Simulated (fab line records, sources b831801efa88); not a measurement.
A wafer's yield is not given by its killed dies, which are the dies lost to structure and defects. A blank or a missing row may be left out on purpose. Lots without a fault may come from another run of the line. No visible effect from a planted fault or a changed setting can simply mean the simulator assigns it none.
Which tool was responsible? ; flow sky130 ; 24 wafers from 8 lots sampled at 6 of the route's 708 steps

WHAT THE GAUGES READ, wafer by wafer
SKY_SONOS_ONO_OVL_MEAS_14.
lot;measured;on;SONOS_ONO_OVL (nm)
L207;day 12 12:58;overlay-01;1.4 1.1 1.3
L208;day 12 16:58;overlay-01;1.2 1.5 1.6
L209;day 13 00:48;overlay-02;1.5 -0.2 0.7
L210;day 13 09:01;overlay-02;-0.9 -1.5 0.3
L211;day 13 20:11;overlay-02;1.1 -0.3 -0.6
L212;day 14 03:57;overlay-01;0.1 -0.8 -0.1
L213;day 14 13:02;overlay-01;-0.9 -0.6 -2.4
L214;day 14 13:13;overlay-01;-0.9 -1.0 -1.6

SKY_RES_PROTECT_TW_MEAS_08.
lot;measured;on;POLY_GATE_TW
L207;day 14 23:16;film_metro-01;4069 4075 4071
L208;day 15 05:37;film_metro-01;4050 4031 4041
L209;day 15 15:44;film_metro-01;4071 4061 4052
L210;day 15 22:37;film_metro-03;4038 4038 4072
L211;day 16 10:55;film_metro-03;3584 3614 3591
L212;day 16 19:47;film_metro-03;3586 3593 3574
L213;day 17 06:53;film_metro-03;3585 3586 3574
L214;day 17 07:16;film_metro-04;3572 3601 3567

SKY_POLY_CUT_OVL_MEAS_09.
lot;measured;on;POLY_CUT_OVL (nm)
L207;day 24 00:47;overlay-02;12 2 8
L208;day 24 04:56;overlay-02;3 8 4
L209;day 24 17:06;overlay-02;-2 7 12
L210;day 25 02:38;overlay-01;4 -1 -2
L211;day 25 15:59;overlay-01;-5 -12 -14
L212;day 25 23:39;overlay-01;8 4 2
L213;day 26 11:46;overlay-02;-10 -11 8
L214;day 26 11:08;overlay-02;-1 -5 -7

SKY_SD_P_TW_MEAS_11.
lot;measured;on;SD_P_TW
L207;day 25 06:24;film_metro-03;2871 2876 2864
L208;day 25 11:31;film_metro-03;2862 2864 2866
L209;day 25 23:17;film_metro-02;2779 2784 2790
L210;day 26 08:15;film_metro-02;2817 2816 2841
L211;day 26 20:59;film_metro-02;2831 2829 2834
L212;day 27 04:11;film_metro-03;2842 2831 2838
L213;day 27 17:02;film_metro-04;2857 2854 2846
L214;day 27 16:10;film_metro-04;2868 2862 2862

TOOL THAT RAN EACH LOT (tool first, then ch and the chambers of the sampled wafers, then the start)
lot;SKY_POLY_GATE_IMPLANT_02;SKY_RES_PROTECT_STRIP_07
L207;implanter-01 ch 0, day 14 23:02;plasma_asher-03 ch 0,1, day 14 23:10
L208;implanter-01 ch 0, day 15 05:23;plasma_asher-03 ch 0,1, day 15 05:31
L209;implanter-04 ch 0, day 15 15:31;plasma_asher-04 ch 0,1, day 15 15:39
L210;implanter-04 ch 0, day 15 22:23;plasma_asher-04 ch 0,1, day 15 22:31
L211;implanter-01 ch 0, day 16 10:41;plasma_asher-03 ch 0, day 16 10:49
L212;implanter-02 ch 0, day 16 19:34;plasma_asher-02 ch 0,1, day 16 19:41
L213;implanter-04 ch 0, day 17 06:38;plasma_asher-02 ch 0,1, day 17 06:47
L214;implanter-01 ch 0, day 17 07:02;plasma_asher-04 ch 0, day 17 07:10
- SKY_POLY_GATE_IMPLANT_02
- SKY_RES_PROTECT_STRIP_07: strips in O2/N2.

WHAT THE TOOLS THEMSELVES READ (means of the sampled wafers that have a number; where no wafer has one, the mark that the record gives instead)
SKY_RES_PROTECT_STRIP_07.
lot;tool;drypump_motor_current_A (A);oes_product_au (a.u.);strip_time_to_endpoint_s (s)
L207;plasma_asher-03;5.3;0.520;23.27
L208;plasma_asher-03;5.3;0.519;23.31
L209;plasma_asher-04;6.1;0.512;23.30
L210;plasma_asher-04;5.9;0.518;23.26
L211;plasma_asher-03;5.6;0.562;20.47
L212;plasma_asher-02;5.6;0.559;20.42
L213;plasma_asher-02;5.6;0.552;20.46
L214;plasma_asher-04;6.2;0.558;20.44

THE ANSWER, worked out from the rows above alone
Rule: the lots themselves supply what counts as usual. The widest of any qualifying gaps counts: lots, ordered by their means at a reading, are off when they make up no more than a third of the lots, leave a main group of 4 or more, and stand apart from it by 3 or more times the standard deviation of that group's means. The tables above print the reading to a certain number of digits; a main group whose means all agree to those digits is not used. A lot without any number at a reading at which 4 lots or more have one is off too. All remaining lots with rows at the step are treated as sound. Order of review: gauges by route order, followed by the tools' own readings, for which a lot's mean as printed above is used. At the first step where some lot is off, the reading lying furthest off is the one used; lots without a number count as furthest.
No lot is off at any reading shown: from this, nothing can be told.

WHAT THE SIMULATOR HAD PUT IN
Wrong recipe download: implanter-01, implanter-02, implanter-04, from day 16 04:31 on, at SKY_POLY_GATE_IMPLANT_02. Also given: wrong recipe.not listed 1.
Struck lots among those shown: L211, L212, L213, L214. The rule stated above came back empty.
